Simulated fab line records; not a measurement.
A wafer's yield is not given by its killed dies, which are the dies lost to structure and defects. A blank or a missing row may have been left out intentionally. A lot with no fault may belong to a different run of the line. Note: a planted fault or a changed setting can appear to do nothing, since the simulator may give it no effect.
Struck lot and sound lot, side by side | flow sky130 | 35 out of 708 route steps
Sound: wafers L106.1, L106.2, L106.3. Wafers L111.2, L111.3, L111.5 were the ones struck. The cause is named last.
At each step with rows: each side's tool, then ch and its chambers, then its first start. Under that, the readings that differ: sound wafers | struck wafers | difference of the means | sigmas: that difference in standard deviations of wafers without a fault.
alike: words and numbers the same on both sides, and readings whose means are apart by under 2 such deviations; not compared: readings that were withheld, readings missing a value for some wafer, numbers with overlapping values and no deviation given by the record, and bounds like >300 which may hide the same value.
The two part at a step that has a row with sigmas, a row that says differs or no value, or rows on one side only. Non-overlapping numbers with no deviation appear without sigmas and do not part them. A reading missing from all wafers of one side parts the sides only when that side holds two or more wafers.

SKY_SD_P_CD_MEAS_07: target cd 380 nm.
  sound: cdSem-01 at day 27 16:50; struck: cdSem-01 at day 29 14:39
  alike: cdNm
SKY_SD_P_OVL_MEAS_08:
  sound: overlay-01 at day 27 16:57; struck: overlay-02 at day 29 14:46
  alike: SD_P_OVL
after that, 1 step had no rows for these wafers: SKY_SD_P_IMPLANT_09.
SKY_SD_P_STRIP_10: strips in O2/N2.
  sound on plasmaAsher-02 ch 0,1, day 27 17:08; struck on plasmaAsher-04 ch 0,1, day 29 14:56
  alike: drypumpMotorCurrentA, oesProductAu, stripTimeToEndpointS
  not compared: rfHoursCounterH
SKY_SD_P_TW_MEAS_11:
  sound: filmMetro-03 at day 27 17:14; struck: filmMetro-04 at day 29 15:03
  alike: SD_P_TW
then, 7 steps without rows for these wafers: SKY_RES_XHIGH_DEHYDRATE_00 (time 60 s); SKY_RES_XHIGH_HMDS_01 (prime time 60 s); SKY_RES_XHIGH_COAT_02 (resist thk 1140 nm); SKY_RES_XHIGH_SOFTBAKE_03 (time 60 s); SKY_RES_XHIGH_EXPOSE_04 (exposes mask URPM, target cd 1270 nm); SKY_RES_XHIGH_PEB_05; SKY_RES_XHIGH_DEVELOP_06 (develop time 60 s).
SKY_RES_XHIGH_IMPLANT_07:
  sound on implanter-01 ch 0, day 28 21:57; struck on implanter-02 ch 0, day 30 19:01
reading     | sound                         | struck                        | difference | sigmas
beamOnS (s) | 39.2 38.6 39.4                | 25.7 25.6 25.1                | -13.6      | -5
doseIonsCm2 | 3.603e+14 3.607e+14 3.607e+14 | 2.641e+14 2.639e+14 2.634e+14 | -9.677e+13 | -99 or more
SKY_RES_XHIGH_STRIP_08: strips in O2/N2.
  sound on plasmaAsher-03 ch 0,1, day 28 22:06; struck on plasmaAsher-02 ch 0,1, day 30 19:08
reading             | sound             | struck            | difference | sigmas
oesProductAu (a.u.) | 0.708 0.707 0.707 | 0.710 0.720 0.726 | +0.011     | +3
  alike: drypumpMotorCurrentA, stripTimeToEndpointS
  not compared: rfHoursCounterH
SKY_RES_XHIGH_TW_MEAS_09:
  sound: filmMetro-03 at day 28 22:12; struck: filmMetro-03 at day 30 19:15
reading      | sound          | struck         | difference | sigmas
RES_XHIGH_TW | 1586 1596 1593 | 1464 1467 1463 | -127       | -4
then, 7 steps without rows for these wafers: SKY_SD_N_DEHYDRATE_00 (time 60 s); SKY_SD_N_HMDS_01 (prime time 60 s); SKY_SD_N_COAT_02 (resist thk 1124 nm); SKY_SD_N_SOFTBAKE_03 (time 60 s); SKY_SD_N_EXPOSE_04 (exposes mask NSDM, target cd 380 nm); SKY_SD_N_PEB_05; SKY_SD_N_DEVELOP_06 (develop time 60 s).
SKY_SD_N_CD_MEAS_07: target cd 380 nm.
  sound: cdSem-02 at day 30 02:32; struck: cdSem-01 at day 31 23:07
  alike: cdNm
SKY_SD_N_OVL_MEAS_08:
  sound: overlay-02 at day 30 02:40; struck: overlay-01 at day 31 23:13
reading       | sound         | struck      | difference | sigmas
SD_N_OVL (nm) | -0.2 0.4 -0.4 | 2.9 1.6 3.6 | +2.8       | +2
then, 2 steps without rows for these wafers: SKY_SD_N_IMPLANT_09; SKY_SD_N_IMPLANT_10.
SKY_SD_N_STRIP_11: strips in O2/N2.
  sound on plasmaAsher-01 ch 0,1, day 30 02:59; struck on plasmaAsher-01 ch 0,1, day 31 23:32
  alike: drypumpMotorCurrentA, oesProductAu, stripTimeToEndpointS
  not compared: rfHoursCounterH
SKY_SD_N_TW_MEAS_12:
  sound: filmMetro-03 at day 30 03:05; struck: filmMetro-03 at day 31 23:39
  alike: SD_N_TW
then, 1 step without rows for these wafers: SKY_SD_N_CLEAN_13 (cleans in SC1/SC2, time 150 s).
SKY_SD_N_RTA_14: time 2 s.
  sound on rtpAnneal-02 ch 0, day 30 03:12; struck on rtpAnneal-02 ch 0, day 31 23:46
  alike: chamberO2Ppm, lampPowerPct, wafer_temp_C_max
SKY_SD_N_RS_MEAS_16: uses a four-point probe to measure.
  sound: filmMetro-04 at day 30 03:23; struck: filmMetro-02 at day 31 23:57
  alike: SD_N_RS
SKY_SD_N_RS_MEAS_17: uses a four-point probe to measure.
  sound: filmMetro-04 at day 30 03:30; struck: filmMetro-02 at day 32 00:04
reading          | sound             | struck            | difference | sigmas
SD_P_RS (ohm/sq) | 146.4 146.1 146.5 | 147.5 147.2 147.2 | +1.0       | +2
SKY_SD_N_RS_MEAS_18: uses a four-point probe to measure.
  sound: filmMetro-04 at day 30 03:37; struck: filmMetro-02 at day 32 00:11
reading               | sound             | struck            | difference | sigmas
RES_XHIGH_RS (ohm/sq) | 331.8 332.0 331.1 | 426.1 426.2 426.3 | +94.6      | +73
then, 1 step without rows for these wafers: SKY_SALICIDE_CLEAN_00 (cleans in HF-last, time 30 s).
-- the record jumps here: 17 days lie between the struck wafers' starts before and after (it left off in module SALICIDE and takes up again in module PAD_OPEN, whose first step shown is number 708 of the route) --
SKY_PAD_OPEN_PROBE_99:
  sound: prober-01 at day 47 10:23; struck: prober-01 at day 48 19:41
reading                                     | sound               | struck                       | difference | sigmas
model.etest.resXhighPo.lineOhmUm            | 5639 5705 5861      | 1.049e+04 1.08e+04 1.107e+04 | +5.052e+03 | 
model.etest.resXhighPo.rsOhmSq              | 1951 2044 2018      | 3728 3784 3840               | +1780      | 
model.etest.resXhighPo.rsOhmSqRange         | 39.76 46.64 55.2    | 116.3 146.7 253.1            | +124.8     | 
model.etest.resXhighPo.rsOhmSqRimLessCentre | -25.24 -39.6 -16.97 | -96.14 -111.4 -85.75         | -70.49     | 
  alike: killed_at_M0_to_M3, killed_at_M4_up, killedAtContacts, killedAtFrontEnd, killedAtOther, killedDies, killedOnRim, killedOpen, killedShort

## WHERE THEY PART
First at SKY_RES_XHIGH_IMPLANT_07; last, within this record, at SKY_SD_N_RS_MEAS_18. Later steps at which nothing parts them and some readings are alike: SKY_PAD_OPEN_PROBE_99.

WHY: whatever the simulator had introduced
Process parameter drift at SKY_RES_XHIGH_IMPLANT_07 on implanter-02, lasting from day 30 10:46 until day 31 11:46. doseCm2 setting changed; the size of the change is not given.
